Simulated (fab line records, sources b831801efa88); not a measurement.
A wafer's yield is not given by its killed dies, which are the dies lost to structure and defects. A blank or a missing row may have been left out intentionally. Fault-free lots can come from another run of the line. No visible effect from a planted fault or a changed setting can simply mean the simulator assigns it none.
fab line records	flow sky130	part 2 of 2: steps 27 to 36 of 36
[record] lots = 5	wafers = 15	lastDay = 49
route steps=708 shown METAL2@495 VIA2@507
lots that met no fault: taken from a fault-free run of the same line
startH: hours from the record's opening day to when the first of the lot's shown wafers began	waitH: hours from the lot's prior step to this one	" as in the row above	L1.1+2: a single row standing in for several wafers	- no value, or no start given	* or withheld: withheld	< > ~ a bound
route shown NAME@n: NAME is a module with steps in the file, n the number in the route of the first one	usual: mean/standard deviation taken from wafers without a fault	same: alike in all rows	chamber/n: place in a boat	sites: each site's reading	_std_site: standard deviation across them	_edge_site: mean of outer sites minus mean of inner sites	radiusMm: for every site, how far away it sits from the centre of the wafer	mask NAME#n: copy n	behind: the last tool/chamber to shape the wafer	hold: what put the lot on hold/how long, in hours/how the hold closed	device: whichever transistor did not switch (one of n, p or np)	end of line: the tests these same wafers got at the end of their route	for a step that has no rows: nothing shown but its recipe	killed: not the wafer's yield, but the dies lost to structure and defects at the first sort	map: shows each die of a wafer: x if killed, . if not, _ if none is there
set.NAME: setting as actually run; set.NAME@STEP: the setting as run at that earlier step	model.NAME: the simulator's own value behind a step, which no gauge read
lots at some steps of the route; a table a step, a row a wafer
services: when a tool's chamber went out of use (startH, in hours from the record's first day, below 0 if earlier), for how many hours, and the reason
[[steps]]
[step SKY_VIA2_ETCH_14]
[recipe] chemistry = N2/H2	target = BARC	ionEnergyEv = 200	sourceW = 500	biasW = 100	pressureMtorr = 30	n2FlowSccm = 100	h2FlowSccm = 200	stopOn = SiO2	timeS = 45.9	targetDepthA = 600
[usual] drypumpMotorCurrentA = 5.7/0.31	oesProductAu = 0.855/0.0041	throttleValvePct = 13.226/0.0088
lot.wafer	tool	chamber	startH	waitH	drypumpMotorCurrentA	oesProductAu	rfHoursCounterH	throttleValvePct
L076.2	rieDiel-04	0	854.60	0.0	6.3	0.857	7	13.228
L076.4	"	3	"	"	5.7	0.856	4	13.243
L076.5	"	3	"	"	5.7	0.850	-	13.218
L082.2	rieDiel-02	2	911.40	0.0	5.2	0.857	13	13.229
L082.3	"	0	"	"	6.0	0.857	5	13.222
L082.6	"	1	"	"	5.4	0.854	-	13.220
L089.2	rieDiel-04	2	968.25	0.0	5.9	0.858	22	13.215
L089.4	"	3	"	"	5.7	0.850	8	13.214
L089.6	"	1	"	"	5.4	0.857	-	13.236
L091.1	rieDiel-04	3	977.26	0.0	5.7	0.861	8	13.239
L091.2	"	0	"	"	6.3	0.859	11	13.228
L091.4	"	1	"	"	5.4	0.856	15	13.220
L095.1	rieDiel-01	2	992.16	0.0	6.0	0.854	11	13.215
L095.3	"	3	"	"	5.4	0.857	11	13.230
L095.6	"	0	"	"	5.4	0.850	-	13.231
[step SKY_VIA2_ETCH_15]
[recipe] target = SiO2	chemistry = C4F8/O2/Ar	targetDepthNm = 546	stopOn = TiN	maskMaterial = KrF-thick	sourceW = 1500	biasW = 1200	pressureMtorr = 40	c4f8FlowSccm = withheld	O2_flow_sccm = 6	Ar_flow_sccm = 300	timeS = 85.76
[usual] oesProductAu = 0.937/0.0049
lot.wafer	tool	chamber	startH	waitH	oesProductAu	rfHoursCounterH
L076.2	rieDiel-04	0	854.64	0.0	0.943	7
L076.4	"	3	"	"	0.929	4
L076.5	"	3	"	"	0.940	-
L082.2	rieDiel-02	2	911.44	0.0	0.935	14
L082.3	"	0	"	"	0.932	5
L082.6	"	1	"	"	0.934	-
L089.2	rieDiel-04	2	968.29	0.0	0.935	23
L089.4	"	3	"	"	0.934	8
L089.6	"	1	"	"	0.938	-
L091.1	rieDiel-04	3	977.30	0.0	0.938	8
L091.2	"	0	"	"	0.936	11
L091.4	"	1	"	"	0.935	15
L095.1	rieDiel-01	2	992.20	0.0	0.944	11
L095.3	"	3	"	"	0.937	11
L095.6	"	0	"	"	0.930	-
[step SKY_VIA2_STRIP_16]
[recipe] chemistry = O2/N2	powerW = 1400	pressureMtorr = 1500	platenTempC = withheld	o2FlowSccm = 3000	n2FlowSccm = 300	overashFraction = 0.5
[usual] drypumpMotorCurrentA = 6.0/0.38	oesProductAu = 0.398/0.0042	stripTimeToEndpointS = 4.03/0.032
lot.wafer	tool	chamber	startH	waitH	drypumpMotorCurrentA	oesProductAu	rfHoursCounterH	stripTimeToEndpointS
L076.2	plasmaAsher-02	1	854.71	0.0	5.6	0.397	43	4.06
L076.4	"	1	"	"	5.6	0.395	-	3.99
L076.5	"	1	"	"	5.6	0.400	-	3.97
L082.2	plasmaAsher-02	0	911.51	0.0	6.1	0.394	47	4.06
L082.3	"	1	"	"	5.6	0.403	-	4.05
L082.6	"	1	"	"	5.6	0.396	-	4.01
L089.2	plasmaAsher-03	0	968.36	0.0	5.6	0.396	22	4.02
L089.4	"	1	"	"	6.1	0.396	-	4.01
L089.6	"	1	"	"	6.2	0.400	-	4.08
L091.1	plasmaAsher-03	1	977.36	0.0	6.1	0.398	23	4.00
L091.2	"	0	"	"	5.5	0.402	23	4.06
L091.4	"	1	"	"	6.1	0.400	-	4.05
L095.1	plasmaAsher-01	0	992.26	0.0	6.7	0.402	90	4.04
L095.3	"	0	"	"	6.7	0.396	-	4.01
L095.6	"	1	"	"	5.9	0.404	-	4.06
[step SKY_VIA2_STRIP_17]
[recipe] chemistry = postEtchResidueRemover	timeS = 1200	tempC = 72.5
lot.wafer	tool	chamber	startH	waitH
L076.2+4+5	wetBench-04	0	854.81	0.1
L082.2+3+6	wetBench-02	1	911.61	0.1
L089.2+4+6	wetBench-04	1	968.46	0.1
L091.1+2+4	wetBench-03	1	977.46	0.1
L095.1+3+6	wetBench-04	1	992.36	0.1
[step SKY_VIA2_CLEAN_18]
[recipe] chemistry = IPA	timeS = 180	tempC = 25
lot.wafer	tool	chamber	startH	waitH
L076.2+4+5	wetBench-02	2	855.15	0.0
L082.2+3+6	wetBench-04	0	911.95	0.0
L089.2+4+6	wetBench-02	3	968.80	0.0
L091.1+2+4	wetBench-03	3	978.14	0.0
L095.1+3+6	wetBench-03	3	992.73	0.0
[step SKY_VIA2_CLEAN_19]
[recipe] chemistry = O3/DIW	dry = n2Spin
lot.wafer	tool	chamber	startH	waitH
L076.2+4+5	wetBench-04	3	855.21	0.0
L082.2+3+6	wetBench-03	1	912.01	0.0
L089.2+4+6	wetBench-03	3	968.86	0.0
L091.1+2+4	wetBench-03	3	978.26	0.0
L095.1+3+6	wetBench-02	1	992.79	0.0
[step SKY_VIA2_SPUTTER_20]
[recipe] material = TiN	targetThkNm = 20	chamberPressurePa = 5	powerW = 4000	timeS = 80
[usual] chamberPressurePa = 5.000/0.01	throttleValvePct = 30.2/0.72
lot.wafer	tool	chamber	startH	waitH	chamberPressurePa	throttleValvePct
L076.2	pvdSputter-03	-	855.30	0.0	5.015	29.7
L076.4	"	-	"	"	5.007	30.8
L076.5	"	-	"	"	5.003	30.7
L082.2	pvdSputter-03	-	912.10	0.0	4.985	29.9
L082.3	"	-	"	"	5.003	30.7
L082.6	"	-	"	"	4.981	29.6
L089.2	pvdSputter-03	-	969.06	0.0	4.994	30.4
L089.4	"	-	"	"	5.009	29.9
L089.6	"	-	"	"	5.003	30.7
L091.1	pvdSputter-02	-	978.44	0.0	4.988	29.1
L091.2	"	-	"	"	5.007	28.8
L091.4	"	-	"	"	4.980	28.9
L095.1	pvdSputter-03	-	992.88	0.0	5.006	30.5
L095.3	"	-	"	"	5.009	30.1
L095.6	"	-	"	"	5.007	29.8
[step SKY_VIA2_CVD_21]
[recipe] material = W	targetThkNm = 420	timeS = 126.4	tempC = 400	pressureTorr = 40
[usual] heaterPowerW = 881/27
lot.wafer	tool	chamber	startH	waitH	heaterPowerW	sinceWetCleanH
L076.2	cvdW-02	0	855.40	0.1	875	-
L076.4	"	0	"	"	894	-
L076.5	"	0	"	"	869	-
L082.2	cvdW-02	0	912.17	0.0	890	508
L082.3	"	0	"	"	879	-
L082.6	"	0	"	"	889	-
L089.2	cvdW-01	1	969.12	0.0	888	51
L089.4	"	0	"	"	828	-
L089.6	"	0	"	"	836	-
L091.1	cvdW-02	1	978.51	0.0	876	575
L091.2	"	0	"	"	878	575
L091.4	"	1	"	"	889	-
L095.1	cvdW-01	0	992.95	0.0	835	75
L095.3	"	1	"	"	895	-
L095.6	"	1	"	"	893	-
[step SKY_VIA2_RS_MEAS_22]
[recipe] thkMeasGauge = four-point-probe	reads = W_of_VIA2_CVD_21+TiN_of_VIA2_SPUTTER_20
[usual] VIA2_W_RS = 0.2714/0.0029
lot.wafer	tool	chamber	startH	waitH	VIA2_W_RS[ohm/sq]
L076.2	filmMetro-01	-	855.64	0.2	0.2653
L076.4	"	-	"	"	0.2678
L076.5	"	-	"	"	0.2657
L082.2	filmMetro-02	-	912.32	0.1	0.2709
L082.3	"	-	"	"	0.2693
L082.6	"	-	"	"	0.2714
L089.2	filmMetro-01	-	969.27	0.1	0.2699
L089.4	"	-	"	"	0.2675
L089.6	"	-	"	"	0.2670
L091.1	filmMetro-02	-	978.64	0.1	0.2703
L091.2	"	-	"	"	0.2686
L091.4	"	-	"	"	0.2673
L095.1	filmMetro-01	-	993.08	0.1	0.2693
L095.3	"	-	"	"	0.2706
L095.6	"	-	"	"	0.2730
[step SKY_VIA2_THK_MEAS_23]
[recipe] thkMeasGauge = xrf	reads = W_of_VIA2_CVD_21
[usual] VIA2_W_THK = 424/5.9
lot.wafer	tool	chamber	startH	waitH	VIA2_W_THK[nm]
L076.2	filmMetro-01	-	855.75	0.1	438
L076.4	"	-	"	"	429
L076.5	"	-	"	"	433
L082.2	filmMetro-02	-	912.43	0.1	433
L082.3	"	-	"	"	431
L082.6	"	-	"	"	430
L089.2	filmMetro-01	-	969.38	0.1	427
L089.4	"	-	"	"	426
L089.6	"	-	"	"	426
L091.1	filmMetro-02	-	978.76	0.1	427
L091.2	"	-	"	"	429
L091.4	"	-	"	"	428
L095.1	filmMetro-01	-	993.20	0.1	426
L095.3	"	-	"	"	424
L095.6	"	-	"	"	424
[[services]]
tool	chamber	startH	hours	kind
krfScanner-01	-	790.79	0.8	pm
krfScanner-02	-	793.92	0.8	pm
rieMetal-04	1	824.33	14.4	repair
krfScanner-01	-	830.90	4.6	repair
krfScanner-01	-	846.80	1.0	pm
krfScanner-01	-	847.80	1.3	pm
krfScanner-02	-	855.11	1.3	pm
rieDiel-04	2	863.49	8.6	repair
hdpcvd-02	-	865.93	0.5	repair
wetBench-04	-	866.36	0.5	repair
rieDiel-04	0	882.02	5.0	repair
rieDiel-04	1	886.93	14.7	repair
krfScanner-02	-	897.86	1.0	pm
hdpcvd-02	-	904.17	0.7	repair
hdpcvd-02	-	913.38	5.5	pm
krfScanner-02	-	918.17	4.0	pm
krfScanner-01	-	920.26	0.3	repair
hdpcvd-02	-	922.37	2.0	repair
krfScanner-02	-	927.60	3.6	pm
krfScanner-01	-	958.78	0.8	pm
krfScanner-01	-	960.30	7.2	pm
krfScanner-02	-	967.50	0.8	pm
wetBench-04	-	970.54	1.6	repair
pvdSputter-03	-	980.56	1.7	repair
